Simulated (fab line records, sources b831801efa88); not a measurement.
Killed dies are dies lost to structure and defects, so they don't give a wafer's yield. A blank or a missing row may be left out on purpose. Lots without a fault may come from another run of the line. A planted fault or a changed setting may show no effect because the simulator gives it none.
fab line records | flow sky130
record lots=6 wafers=18 last_day=50
route steps=708 shown VIA2@516 PAD_OPEN@708
lots that met no fault: from a run of the same line without faults
start_h: hours from the record's first day to the start of the lot's first wafer shown | wait_h: hours since the lot's step before | " the same as in the row above | L1.1+2: a row that stands for several wafers | - no value, or no start given | * or withheld: withheld | < > ~ a bound
route shown NAME@n: a module of which the file shows steps, and the number in the route of the first | usual: mean/standard deviation of fault-free wafers | same: alike in all rows | chamber/n: place in a boat | sites: the reading at each site | _std_site: their standard deviation | _edge_site: outer sites' mean less inner sites' | radius_mm: how far each site lies from the wafer's centre | mask NAME#n: copy n | behind: the tool/chamber that last shaped the wafer | hold: why the lot was held/for how many hours/how that ended | device: the transistor (n, p or np) that didn't switch | end of line: the same wafers' tests at the end of the route | a step without rows: its recipe alone | killed: dies lost to structure and defects at the first sort, not the wafer's yield | map: a wafer's dies, x killed, . not, _ none there
set.NAME: the setting as run; set.NAME@STEP: as run at that earlier step | model.NAME: the simulator's own value behind a step, which no gauge read
lots at some steps of the route; a table a step, a row a wafer
services: from which hour (start_h, from the record's first day; less than 0 if before it) a tool's chamber was out of use, for how many hours, and why
## steps
# step SKY_VIA2_EXPOSE_09
# recipe mask_id=VIM2 na=0.8 source_shape=annular sigma_inner=0.55 sigma_outer=0.85 target_cd_nm=200 dose_mj=38
# step SKY_VIA2_PEB_10
# recipe peb_temp_c=withheld peb_time_s=withheld resist=KrF-thick
# step SKY_VIA2_DEVELOP_11
# recipe develop_time_s=60 resist=KrF-thick dev_temp_c=21
# step SKY_VIA2_CD_MEAS_12
# recipe target_cd_nm=200
# usual cd_nm=199.8/1.5
# columns lot.wafer tool chamber start_h wait_h cd_nm
L309.1 cd_sem-01 - 903.04 - 202.7
L309.2 " - " " 202.8
L309.6 " - " " 201.8
L311.2 cd_sem-01 - 907.49 - 199.0
L311.3 " - " " 199.7
L311.6 " - " " 199.5
L314.4 cd_sem-01 - 937.83 - 199.0
L314.5 " - " " 199.5
L314.6 " - " " 197.5
L317.1 cd_sem-02 - 950.87 - 199.6
L317.5 " - " " 200.1
L317.6 " - " " 200.0
L320.1 cd_sem-02 - 977.72 - 200.9
L320.2 " - " " 200.4
L320.4 " - " " 201.9
L326.2 cd_sem-02 - 1013.56 - 199.8
L326.3 " - " " 198.3
L326.5 " - " " 199.0
# step SKY_VIA2_OVL_MEAS_13
# usual VIA2_OVL=-4/5.2
# columns lot.wafer tool chamber start_h wait_h VIA2_OVL[nm]
L309.1 overlay-02 - 903.16 0.1 -2
L309.2 " - " " -7
L309.6 " - " " -6
L311.2 overlay-01 - 907.60 0.1 -1
L311.3 " - " " -5
L311.6 " - " " -6
L314.4 overlay-02 - 937.91 0.1 8
L314.5 " - " " -2
L314.6 " - " " 11
L317.1 overlay-02 - 950.99 0.1 3
L317.5 " - " " 1
L317.6 " - " " -8
L320.1 overlay-02 - 977.84 0.1 -7
L320.2 " - " " 3
L320.4 " - " " -1
L326.2 overlay-02 - 1013.66 0.1 -8
L326.3 " - " " 0
L326.5 " - " " 3
# step SKY_VIA2_ETCH_14
# recipe chemistry=N2/H2 target=BARC ion_energy_ev=200 source_w=500 bias_w=100 pressure_mtorr=30 n2_flow_sccm=100 h2_flow_sccm=200 stop_on=SiO2 time_s=45.9 target_depth_a=600
# usual drypump_motor_current_A=5.7/0.36 oes_product_au=0.854/0.0046 throttle_valve_pct=13.225/0.0095
# columns lot.wafer tool chamber start_h wait_h drypump_motor_current_A oes_product_au rf_hours_counter_h throttle_valve_pct
L309.1 rie_diel-03 3 903.19 0.0 6.0 0.855 5 13.229
L309.2 " 0 " " 5.6 0.857 14 13.225
L309.6 " 3 " " 6.0 0.855 - 13.231
L311.2 rie_diel-04 3 907.63 0.0 5.1 0.852 21 13.215
L311.3 " 1 " " 6.2 0.855 7 13.225
L311.6 " 2 " " 5.1 0.850 - 13.226
L314.4 rie_diel-02 2 937.93 0.0 6.2 0.848 5 13.214
L314.5 " 0 " " 5.7 0.849 - 13.219
L314.6 " 1 " " 5.8 0.849 - 13.203
L317.1 rie_diel-02 2 951.03 0.0 6.2 0.855 6 13.232
L317.5 " 1 " " 5.8 0.847 - 13.235
L317.6 " 0 " " 5.7 0.860 - 13.215
L320.1 rie_diel-03 1 977.88 0.0 6.1 0.847 7 13.231
L320.2 " 0 " " 5.6 0.851 16 13.219
L320.4 " 2 " " 5.4 0.853 5 13.226
L326.2 rie_diel-03 2 1013.69 0.0 5.4 0.852 6 13.212
L326.3 " 1 " " 6.0 0.852 7 13.230
L326.5 " 1 " " 6.1 0.861 - 13.222
# step SKY_VIA2_ETCH_15
# recipe target=SiO2 chemistry=C4F8/O2/Ar target_depth_nm=546 stop_on=TiN mask_material=KrF-thick source_w=1500 bias_w=1200 pressure_mtorr=40 c4f8_flow_sccm=withheld O2_flow_sccm=6 Ar_flow_sccm=300 time_s=84
# usual oes_product_au=0.939/0.0051
# columns lot.wafer tool chamber start_h wait_h oes_product_au rf_hours_counter_h
L309.1 rie_diel-03 3 903.23 0.0 0.932 5
L309.2 " 0 " " 0.945 14
L309.6 " 3 " " 0.937 -
L311.2 rie_diel-04 3 907.67 0.0 0.943 21
L311.3 " 1 " " 0.934 7
L311.6 " 2 " " 0.937 -
L314.4 rie_diel-02 2 937.97 0.0 0.936 5
L314.5 " 0 " " 0.939 -
L314.6 " 1 " " 0.945 -
L317.1 rie_diel-02 2 951.07 0.0 0.937 6
L317.5 " 1 " " 0.933 -
L317.6 " 0 " " 0.934 -
L320.1 rie_diel-03 1 977.92 0.0 0.943 7
L320.2 " 0 " " 0.939 16
L320.4 " 2 " " 0.945 5
L326.2 rie_diel-03 2 1013.73 0.0 0.936 6
L326.3 " 1 " " 0.929 7
L326.5 " 1 " " 0.939 -
# step SKY_VIA2_STRIP_16
# recipe chemistry=O2/N2 power_w=1400 pressure_mtorr=1500 platen_temp_c=withheld o2_flow_sccm=3000 n2_flow_sccm=300 overash_fraction=0.5
# usual drypump_motor_current_A=5.9/0.52 oes_product_au=0.399/0.0047 strip_time_to_endpoint_s=4.05/0.037
# columns lot.wafer tool chamber start_h wait_h drypump_motor_current_A oes_product_au rf_hours_counter_h strip_time_to_endpoint_s
L309.1 plasma_asher-04 1 903.30 0.0 5.3 0.397 112 4.03
L309.2 " 0 " " 6.8 0.397 112 4.06
L309.6 " 1 " " 5.3 0.386 - 4.03
L311.2 plasma_asher-02 1 907.74 0.0 5.9 0.399 75 4.09
L311.3 " 1 " " 5.9 0.391 - 4.05
L311.6 " 0 " " 6.3 0.398 - 4.00
L314.4 plasma_asher-03 1 938.07 0.1 5.3 0.406 - 4.01
L314.5 " 0 " " 5.8 0.392 - 4.03
L314.6 " 1 " " 5.3 0.398 - 4.06
L317.1 plasma_asher-03 0 951.14 0.0 5.8 0.395 20 4.07
L317.5 " 0 " " 5.8 0.401 - 4.12
L317.6 " 1 " " 5.3 0.410 - 4.07
L320.1 plasma_asher-04 1 977.98 0.0 5.3 0.394 119 3.96
L320.2 " 0 " " 6.8 0.401 119 4.02
L320.4 " 0 " " 6.8 0.401 - 4.01
L326.2 plasma_asher-03 1 1013.80 0.0 5.3 0.394 26 4.03
L326.3 " 0 " " 5.8 0.401 - 4.03
L326.5 " 1 " " 5.3 0.402 - 4.03
# step SKY_VIA2_STRIP_17
# recipe chemistry=post_etch_residue_remover time_s=1200 temp_c=72.5
# step SKY_VIA2_CLEAN_18
# recipe chemistry=IPA time_s=180 temp_c=25
# step SKY_VIA2_CLEAN_19
# recipe chemistry=O3/DIW dry=n2_spin
# step SKY_VIA2_SPUTTER_20
# recipe material=TiN target_thk_nm=20 chamber_pressure_pa=5 power_w=4000 time_s=80
# usual throttle_valve_pct=29.7/1.4
# columns lot.wafer tool chamber start_h wait_h throttle_valve_pct
L309.1 pvd_sputter-04 - 903.89 0.0 30.3
L309.2 " - " " 27.7
L309.6 " - " " 30.5
L311.2 pvd_sputter-02 - 908.37 0.0 30.0
L311.3 " - " " 30.4
L311.6 " - " " 30.9
L314.4 pvd_sputter-04 - 938.73 0.0 30.2
L314.5 " - " " 30.0
L314.6 " - " " 30.1
L317.1 pvd_sputter-02 - 951.74 0.0 29.0
L317.5 " - " " 30.1
L317.6 " - " " 31.0
L320.1 pvd_sputter-03 - 978.58 0.0 26.2
L320.2 " - " " 31.1
L320.4 " - " " 29.8
L326.2 pvd_sputter-03 - 1014.40 0.0 30.6
L326.3 " - " " 26.3
L326.5 " - " " 26.4
# step SKY_VIA2_CVD_21
# recipe material=W target_thk_nm=420 time_s=126.4 temp_c=400 pressure_torr=40
# usual chamber_pressure_Torr=40.01/0.08 heater_power_w=895/120
# columns lot.wafer tool chamber start_h wait_h chamber_pressure_Torr heater_power_w model.W_of_VIA2_CVD_21.thk_nm
L309.1 cvd_w-01 1 903.95 0.0 40.13 876 423.3
L309.2 " 0 " " 40.05 994 435.2
L309.6 " 1 " " 39.96 890 419.3
L311.2 cvd_w-02 0 908.74 0.3 39.98 1022 424.7
L311.3 " 1 " " 40.00 753 421
L311.6 " 0 " " 39.97 1036 421.8
L314.4 cvd_w-02 0 938.83 0.1 39.94 1033 414.1
L314.5 " 1 " " 40.12 722 417.5
L314.6 " 0 " " 40.10 1030 417.3
L317.1 cvd_w-02 1 951.80 0.0 46.80 757 450.5
L317.5 " 1 " " 46.74 759 453.5
L317.6 " 0 " " 46.70 1020 455.6
L320.1 cvd_w-02 0 978.64 0.0 46.65 1042 453.1
L320.2 " 1 " " 46.61 768 460.2
L320.4 " 1 " " 46.68 743 456.4
L326.2 cvd_w-01 1 1014.46 0.0 40.11 806 428.9
L326.3 " 1 " " 39.94 817 423.2
L326.5 " 1 " " 39.95 807 427.1
# step SKY_VIA2_RS_MEAS_22
# recipe thk_meas_gauge=four-point-probe reads=W_of_VIA2_CVD_21+TiN_of_VIA2_SPUTTER_20
# usual VIA2_W_RS=0.2713/0.0029
# columns lot.wafer tool chamber start_h wait_h hold VIA2_W_RS[ohm/sq]
L309.1 film_metro-03 - 904.09 0.1 - 0.2707
L309.2 " - " " - 0.2631
L309.6 " - " " - 0.2731
L311.2 film_metro-02 - 908.89 0.1 - 0.2696
L311.3 " - " " - 0.2718
L311.6 " - " " - 0.2715
L314.4 film_metro-02 - 938.98 0.1 - 0.2759
L314.5 " - " " - 0.2744
L314.6 " - " " - 0.2744
L317.1 film_metro-02 - 951.93 0.1 await_dispo/0.2h/release 0.2544
L317.5 " - " " await_dispo/0.2h/release 0.2524
L317.6 " - " " await_dispo/0.2h/release 0.2506
L317.1 film_metro-02 - 952.21 0.3 - 0.2532
L317.5 " - " " - 0.2520
L317.6 " - " " - 0.2505
L320.1 film_metro-03 - 978.77 0.1 await_dispo/0.2h/release 0.2529
L320.2 " - " " await_dispo/0.2h/release 0.2488
L320.4 " - " " await_dispo/0.2h/release 0.2510
L320.1 film_metro-03 - 979.06 0.3 - 0.2525
L320.2 " - " " - 0.2484
L320.4 " - " " - 0.2509
L326.2 film_metro-01 - 1014.61 0.1 - 0.2658
L326.3 " - " " - 0.2696
L326.5 " - " " - 0.2676
# step SKY_VIA2_THK_MEAS_23
# recipe thk_meas_gauge=xrf reads=W_of_VIA2_CVD_21
# usual VIA2_W_THK=410/5.4
# columns lot.wafer tool chamber start_h wait_h hold VIA2_W_THK[nm]
L309.1 film_metro-03 - 904.21 0.1 - 414
L309.2 " - " " - 423
L309.6 " - " " - 410
L311.2 film_metro-02 - 909.00 0.1 - 409
L311.3 " - " " - 405
L311.6 " - " " - 408
L314.4 film_metro-02 - 939.07 0.1 - 406
L314.5 " - " " - 407
L314.6 " - " " - 408
L317.1 film_metro-02 - 953.61 1.4 await_dispo/0.2h/release 437
L317.5 " - " " await_dispo/0.2h/release 442
L317.6 " - " " await_dispo/0.2h/release 444
L317.1 film_metro-02 - 953.83 0.2 - 438
L317.5 " - " " - 442
L317.6 " - " " - 442
L320.1 film_metro-03 - 986.75 7.7 await_dispo/0.2h/release 441
L320.2 " - " " await_dispo/0.2h/release 447
L320.4 " - " " await_dispo/0.2h/release 448
L320.1 film_metro-03 - 986.98 0.2 - 445
L320.2 " - " " - 446
L320.4 " - " " - 445
L326.2 film_metro-01 - 1014.72 0.1 - 408
L326.3 " - " " - 402
L326.5 " - " " - 404
# step SKY_VIA2_CMP_24
# recipe stop_on=SiO2 t_overpolish_s=20 down_force_psi=3.5 platen_rpm=60 target_thk_nm=0 pad_velocity_m_s=0.94248
# usual motor_current_A=11.7/1.2
# columns lot.wafer tool chamber start_h wait_h hold motor_current_A
L309.2 cmp-01 0 904.37 0.1 - 10.6
L309.1 " 1 " " - 10.6
L309.6 " 3 " " - 12.2
L311.3 cmp-02 2 909.22 0.2 - 12.0
L311.2 " 3 " " - 13.1
L311.6 " 1 " " - 10.7
L314.4 cmp-02 1 939.20 0.1 - 10.4
L314.5 " 3 " " - 13.6
L314.6 " 0 " " - 11.7
L317.1 cmp-01 2 956.49 2.6 await_dispo/2.6h/release 13.9
L317.5 " 2 " " await_dispo/2.6h/release 13.8
L317.6 " 3 " " await_dispo/2.6h/release 11.5
L320.1 cmp-02 3 990.31 3.3 await_dispo/3.1h/release 13.4
L320.4 " 0 " " await_dispo/3.1h/release 11.4
L320.2 " 2 " " await_dispo/3.1h/release 11.6
L326.2 cmp-01 2 1014.77 0.0 - 13.5
L326.3 " 1 " " - 10.3
L326.5 " 2 " " - 14.0
# step SKY_PAD_OPEN_PROBE_99
# usual defect_limited_yield=82.2/1.8 killed_at_M0_to_M3=43/6.6 killed_at_M4_up=3.2/1.9 killed_at_contacts=25/5.3 killed_at_front_end=16/4.5 killed_at_other=0.3/0.63 killed_dies=87/8.9 killed_open=48/7.9 killed_short=39/5.3 sort_bin_3_pad_short=0.8/0.38 sort_bin_5_function=10.5/1.5 sort_bin_6_memory=6.4/1.2 sort_n_pass=405/8.9 sort_yield_pct=82.2/1.8
# same gross_dies=492 killed_at_back_side=0 sort_bin_4_leakage[%]=0 sort_bin_8_speed[%]=0
# columns lot.wafer tool chamber start_h wait_h defect_limited_yield[%] killed_at_M0_to_M3 killed_at_M4_up killed_at_contacts killed_at_front_end killed_at_other killed_dies killed_open killed_short sort_bin_3_pad_short[%] sort_bin_5_function[%] sort_bin_6_memory[%] sort_n_pass sort_yield_pct[%]
L311.2 prober-01 - 1119.29 0.1 81.1 47 2 24 19 1 93 53 40 0.6 11.2 7.1 399 81.1
L311.3 prober-01 - 1119.34 0.2 82.1 51 2 19 16 0 88 48 39 1.2 11.4 5.3 404 82.1
L311.6 prober-01 - 1119.49 0.2 84.8 36 2 26 11 0 75 34 41 0.4 9.1 5.7 417 84.8
L314.4 prober-02 - 1148.40 0.2 81.9 46 5 23 15 0 89 59 30 1.4 9.8 6.9 403 81.9
L314.5 prober-02 - 1148.45 0.2 83.3 48 2 20 12 0 82 41 41 1.4 9.3 5.9 410 83.3
L314.6 prober-02 - 1148.50 0.2 82.5 40 1 24 21 0 86 43 43 1.4 9.8 6.3 406 82.5
L317.1 prober-01 - 1156.91 0.1 79.9 52 3 32 12 0 99 61 38 1.2 10.4 8.5 393 79.9
L317.5 prober-01 - 1157.11 0.2 82.5 40 1 31 14 0 86 53 33 0.6 10.4 6.5 406 82.5
L317.6 prober-01 - 1157.16 0.2 83.3 38 1 24 18 1 82 42 40 0.8 9.1 6.7 410 83.3
L320.1 prober-02 - 1175.08 0.1 83.1 51 3 15 14 0 83 41 42 0.8 10.0 6.1 409 83.1
L320.2 prober-02 - 1175.13 0.1 83.1 40 1 29 13 0 83 44 39 0.6 10.0 6.3 409 83.1
L320.4 prober-02 - 1175.23 0.2 77.6 52 4 34 20 0 110 67 43 0.6 15.9 5.9 382 77.6
L326.2 prober-02 - 1202.00 0.1 83.3 39 0 26 17 0 82 41 39 1.2 8.9 6.5 410 83.3
L326.3 prober-02 - 1202.05 0.2 83.3 38 2 30 11 1 82 45 37 0.4 11.4 4.9 410 83.3
L326.5 prober-02 - 1202.15 0.2 79.9 56 3 27 13 0 99 57 42 0.2 13.0 6.9 393 79.9
# killed by level:class
L311.2 VIA1:geometric_particle:open=11 VIA2:geometric_particle:open=10 CONTACT:geometric_particle:open=8 FIELD_ISO:geometric_particle:open=7 LI_CONTACT:geometric_particle:open=7 POLY_GATE:geometric_particle:short=6 VIA1:geometric_particle:short=5 METAL3:geometric_particle:short=5
L311.3 VIA2:geometric_particle:open=14 VIA1:geometric_particle:open=8 FIELD_ISO:geometric_particle:short=6 LOCAL_INTERCONNECT:geometric_particle:short=6 METAL2:geometric_particle:short=6 CONTACT:geometric_particle:open=6 VIA3:geometric_particle:open=5 VIA1:geometric_particle:short=5
L311.6 LI_CONTACT:geometric_particle:open=11 METAL3:geometric_particle:short=7 CONTACT:geometric_particle:short=6 VIA1:geometric_particle:open=6 METAL2:geometric_particle:short=5 CONTACT:geometric_particle:open=5 METAL1:geometric_particle:short=5 VIA1:geometric_particle:short=4
L314.4 VIA1:geometric_particle:open=15 CONTACT:geometric_particle:open=10 VIA2:geometric_particle:open=8 VIA3:geometric_particle:open=7 CONTACT:geometric_particle:short=6 FIELD_ISO:geometric_particle:open=5 FIELD_ISO:geometric_particle:short=4 METAL3:geometric_particle:open=4
L314.5 VIA1:geometric_particle:open=13 VIA1:geometric_particle:short=8 CONTACT:geometric_particle:open=7 VIA2:geometric_particle:open=5 FIELD_ISO:geometric_particle:short=4 LI_CONTACT:geometric_particle:open=4 LOCAL_INTERCONNECT:geometric_particle:short=4 METAL1:geometric_particle:short=4
L314.6 VIA1:geometric_particle:open=13 CONTACT:geometric_particle:open=8 VIA1:geometric_particle:short=7 FIELD_ISO:geometric_particle:short=6 CONTACT:geometric_particle:short=6 SPACER:geometric_particle:open=5 METAL3:geometric_particle:short=5 LI_CONTACT:geometric_particle:open=4
L317.1 VIA1:geometric_particle:open=12 VIA3:geometric_particle:open=11 CONTACT:geometric_particle:open=10 LI_CONTACT:geometric_particle:open=10 CONTACT:geometric_particle:short=6 METAL3:geometric_particle:short=5 VIA2:geometric_particle:open=5 VIA1:geometric_particle:short=4
L317.5 CONTACT:geometric_particle:open=17 VIA1:geometric_particle:open=10 LI_CONTACT:geometric_particle:open=8 METAL2:geometric_particle:short=5 VIA1:geometric_particle:short=4 POLY_GATE:geometric_particle:short=4 POLY_GATE:geometric_particle:open=4 VIA2:geometric_particle:short=4
L317.6 CONTACT:geometric_particle:open=12 METAL2:geometric_particle:short=8 VIA1:geometric_particle:open=7 CONTACT:geometric_particle:short=6 VIA3:geometric_particle:open=6 FIELD_ISO:geometric_particle:open=4 FIELD_ISO:geometric_particle:short=4 VIA1:geometric_particle:short=4
L320.1 VIA3:geometric_particle:open=9 METAL1:geometric_particle:short=8 CONTACT:geometric_particle:open=7 METAL2:geometric_particle:short=7 FIELD_ISO:geometric_particle:short=6 VIA1:geometric_particle:open=6 VIA1:geometric_particle:short=5 VIA2:geometric_particle:open=4
L320.2 CONTACT:geometric_particle:open=13 METAL1:geometric_particle:short=7 VIA1:geometric_particle:open=7 VIA2:geometric_particle:open=6 FIELD_ISO:geometric_particle:open=5 CONTACT:geometric_particle:short=5 METAL2:geometric_particle:short=5 LI_CONTACT:geometric_particle:open=4
L320.4 CONTACT:geometric_particle:open=11 VIA1:geometric_particle:open=11 VIA2:geometric_particle:open=10 VIA3:geometric_particle:open=10 LI_CONTACT:geometric_particle:open=9 CONTACT:geometric_particle:short=7 FIELD_ISO:geometric_particle:short=6 VIA1:geometric_particle:short=5
L326.2 CONTACT:geometric_particle:open=8 FIELD_ISO:geometric_particle:short=6 LI_CONTACT:geometric_particle:open=6 METAL1:geometric_particle:short=6 METAL2:geometric_particle:short=6 VIA2:geometric_particle:open=6 VIA3:geometric_particle:open=5 VIA1:geometric_particle:open=4
L326.3 CONTACT:geometric_particle:open=9 LI_CONTACT:geometric_particle:open=8 VIA1:geometric_particle:open=7 VIA3:geometric_particle:open=7 LI_CONTACT:geometric_particle:short=5 METAL2:geometric_particle:short=5 LOCAL_INTERCONNECT:geometric_particle:short=5 METAL1:geometric_particle:short=5
L326.5 VIA1:geometric_particle:open=17 LI_CONTACT:geometric_particle:open=10 METAL1:geometric_particle:short=8 METAL2:geometric_particle:short=7 VIA3:geometric_particle:open=6 LOCAL_INTERCONNECT:geometric_particle:short=6 CONTACT:geometric_particle:short=5 POLY_GATE:geometric_particle:open=4
## services
# columns tool chamber start_h hours kind
rie_diel-04 3 885.28 6.2 repair
rie_diel-03 1 886.19 36.4 repair
cmp-02 - 892.31 5.7 pm
rie_diel-03 3 893.10 4.9 repair
rie_diel-04 2 896.27 6.9 repair
cmp-02 - 898.00 6.5 pm
cvd_w-01 - 899.44 2.8 pm
cmp-02 - 899.73 1.8 repair
cvd_w-02 - 902.26 6.0 pm
cvd_w-01 - 904.09 14.0 pm
pvd_sputter-02 - 911.63 2.6 repair
cmp-01 - 912.00 4.0 pm
cmp-01 - 916.00 - consumable_replace:conditioner
cmp-01 - 916.00 - consumable_replace:pad
cmp-01 - 916.00 5.4 pm
cmp-02 - 926.81 0.7 repair
pvd_sputter-02 - 939.71 6.3 repair
cmp-02 - 940.39 0.5 repair
pvd_sputter-03 - 961.74 3.9 repair
plasma_asher-04 - 964.67 3.0 repair
rie_diel-03 - 964.78 6.4 repair
cvd_w-02 0 966.99 2.4 repair
rie_diel-02 0 1003.12 4.2 repair
pvd_sputter-02 - 1005.55 2.5 repair
## key
first_sign step=SKY_VIA2_CVD_21 reading=chamber_pressure_Torr direction=up sigmas=84 usual=40.01 struck=46.70
effect step=SKY_VIA2_RS_MEAS_22 reading=visit direction=added
effect step=SKY_VIA2_RS_MEAS_22 reading=VIA2_W_RS direction=down sigmas=6.8 usual=0.2713 struck=0.2517
effect step=SKY_VIA2_THK_MEAS_23 reading=visit direction=added
effect step=SKY_VIA2_THK_MEAS_23 reading=VIA2_W_THK direction=up sigmas=6.1 usual=410 struck=443
effect step=SKY_VIA2_CMP_24 reading=hold direction=added
model_effect step=SKY_VIA2_CVD_21 value=W_of_VIA2_CVD_21.thk_nm without=421.6 struck=454.9
met_at SKY_VIA2_CVD_21
struck_wafers L317.1,L317.5,L317.6,L320.1,L320.2,L320.4
onset_between 938.83 951.80
fault kind=process_parameter_drift tool=cvd_w-02 chamber=- onset_h=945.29 steps=SKY_VIA2_CVD_21 channel=pressure_torr offset=6.6206 shape=step end_h=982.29 acts_in=these_recipes_only stated=40
